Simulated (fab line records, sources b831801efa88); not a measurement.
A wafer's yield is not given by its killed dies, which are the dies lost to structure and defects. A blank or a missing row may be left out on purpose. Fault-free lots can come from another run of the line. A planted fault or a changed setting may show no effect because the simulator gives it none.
Chamber matching -- flow sky130 -- SKY_VIA3_CMP_24 on cmp-01 has 4 sister chambers
The step polishes, stops on SiO2, t overpolish 20 s, target thk 0 nm. 16 wafers are shown with their chamber, then 8 later ones without.

WAFERS PAIRED WITH THEIR CHAMBERS
wafer,chamber,motorCurrentA (A),retainingRingPressureFrac,overpolishRunS (s)
L245.1,3,13.6,1.002,20.015
L245.5,3,13.1,0.995,19.989
L245.6,0,11.1,0.998,19.995
L251.2,1,10.0,0.999,20.001
L251.3,0,11.0,1.002,19.983
L251.6,1,10.4,0.996,20.001
L253.3,2,11.9,1.006,19.994
L253.4,0,11.4,0.995,19.993
L253.5,3,13.0,1.008,20.008
L252.4,0,10.3,0.986,19.999
L252.5,3,14.0,1.002,20.004
L252.6,2,11.6,1.001,20.007
L263.2,2,12.2,1.006,19.985
L263.3,0,10.8,1.003,20.000
L263.4,1,10.3,0.999,20.005
L265.3,0,11.4,0.998,19.992

SIGNATURES (means of the wafers above)
reading,chamber 0,chamber 1,chamber 2,chamber 3,scatter within a chamber
motorCurrentA,11.000,10.233,11.900,13.425,0.385
retainingRingPressureFrac,0.99700,0.99800,1.00433,1.00175,0.00496
overpolishRunS,19.99367,20.00233,19.99533,20.00400,0.00819
Rule: distance of a wafer from a chamber = root of the sum over the readings of ((wafer's reading minus chamber's mean) / reading's scatter) squared. If the next closest chamber is less than 2 further off than the closest, the wafer can't be placed; otherwise it belongs to the closest. The scatter is the square root of a quotient: the sum, over the shown wafers, of each reading's squared deviation from its chamber's mean, divided by wafers minus chambers.

WAFERS WITHOUT THEIR CHAMBER
wafer,motorCurrentA (A),retainingRingPressureFrac,overpolishRunS (s)
L265.4,10.1,1.004,20.000
L265.5,11.9,0.996,19.993
L267.1,11.2,1.001,20.001
L267.4,13.2,0.999,19.984
L267.6,9.9,0.997,19.989
L268.1,9.5,1.004,19.996
L268.2,12.6,0.995,20.012
L268.4,13.4,1.002,20.001

WHICH CHAMBER EACH ONE RAN IN
wafer,from the rows above,in truth
L265.4,can't be placed: 1 or 0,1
L265.5,can't be placed: 2 or 0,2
L267.1,can't be placed: 0 or 2 or 1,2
L267.4,can't be placed: 3 or 2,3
L267.6,can't be placed: 1 or 0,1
L268.1,can't be placed: 1 or 0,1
L268.2,can't be placed: 3 or 2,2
L268.4,3,3
Correct placement for 1 of the 8. Unplaceable from these rows: 7, with the true chamber sitting among the candidates in 7. Number placed wrongly: 0.
